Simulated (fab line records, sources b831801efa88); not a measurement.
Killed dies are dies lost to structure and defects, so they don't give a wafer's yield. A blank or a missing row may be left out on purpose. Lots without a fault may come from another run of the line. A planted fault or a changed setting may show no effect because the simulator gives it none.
Which tool did it? | flow sfq_line | 14 lots, 42 wafers sampled, at 2 steps of a route of 325

WHAT THE GAUGES READ, wafer by wafer
SFQ_JJ_OVL_MEAS_931. Usual: J5_OVL -1 nm, standard deviation 4.5.
lot  | measured     | on         | J5_OVL (nm) | flag
L417 | day 58 19:46 | overlay-01 | -3 -3 -12   |
L418 | day 59 00:33 | overlay-01 | -4 0 -4     |
L420 | day 59 14:57 | overlay-01 | 6 6 7       |
L421 | day 60 02:58 | overlay-01 | 2 2 1       |
L422 | day 60 07:45 | overlay-01 | -5 -4 -3    |
L423 | day 62 07:52 | overlay-01 | -9 -3 3     |
L424 | day 62 09:04 | overlay-01 | 1 -2 2      |
L425 | day 62 19:41 | overlay-01 | -3 -3 -3    |
L426 | day 62 22:05 | overlay-01 | -3 -7 -10   |
L427 | day 63 05:07 | overlay-02 | -6 2 -1     |
L428 | day 64 02:38 | overlay-01 | -1 -3 -4    |
L433 | day 65 09:13 | overlay-02 | -1 2 6      |
L435 | day 66 14:16 | overlay-01 | 90 100 91   | OFF
L436 | day 67 07:01 | overlay-02 | 106 103 97  | OFF

WHICH TOOL RAN EACH LOT (tool, then ch and the chambers of the sampled wafers, then the start)
lot  | SFQ_TRILAYER_JJ_CE_LITHO_EXPOSE_115
L417 | krf_scanner-02 ch 0, day 58 18:51
L418 | krf_scanner-02 ch 0, day 58 23:03
L420 | krf_scanner-02 ch 0, day 59 13:27
L421 | krf_scanner-02 ch 0, day 60 01:51
L422 | krf_scanner-02 ch 0, day 60 06:15
L423 | krf_scanner-01 ch 0, day 62 06:22
L424 | krf_scanner-01 ch 0, day 62 07:34
L425 | krf_scanner-01 ch 0, day 62 18:34
L426 | krf_scanner-01 ch 0, day 62 21:10
L427 | krf_scanner-01 ch 0, day 63 03:59
L428 | krf_scanner-01 ch 0, day 64 01:31
L433 | krf_scanner-02 ch 0, day 65 08:06
L435 | krf_scanner-02 ch 0, day 66 13:20
L436 | krf_scanner-02 ch 0, day 67 05:31
- SFQ_TRILAYER_JJ_CE_LITHO_EXPOSE_115: exposes mask J5, target cd 700 nm.

WHAT THE TOOLS THEMSELVES READ (means of the sampled wafers that have a number; where no wafer has one, the mark that the record gives instead)
The record holds no such reading with a usual standard deviation.

THE ANSWER, worked out from the rows above alone
Rule: a lot is off if the mean of its wafers that have a number lies more than 3 standard deviations from the usual mean. A lot without any number at a reading at which 4 lots or more have one is off too. The other lots that the step has rows for count as sound. The gauges are gone through in route order, then the tools' own readings, and for those a lot's mean is taken as printed above. The first step at which some lot is off is used, and at that step the reading that is off furthest; a lot without a number counts as furthest.
Off: L435, L436, at SFQ_JJ_OVL_MEAS_931 (J5_OVL).
A tool fits if, at a process step before that reading, it ran every lot that is off, and no sound lot after the first of them. The gauges at SFQ_JJ_OVL_MEAS_931 are tried like those tools. One fits: krf_scanner-02 at SFQ_TRILAYER_JJ_CE_LITHO_EXPOSE_115. Its last sound lot is L433 (day 65 08:06), its first lot that is off L435 (day 66 13:20): a fault that began between those two fits.

WHAT THE SIMULATOR HAD PUT IN
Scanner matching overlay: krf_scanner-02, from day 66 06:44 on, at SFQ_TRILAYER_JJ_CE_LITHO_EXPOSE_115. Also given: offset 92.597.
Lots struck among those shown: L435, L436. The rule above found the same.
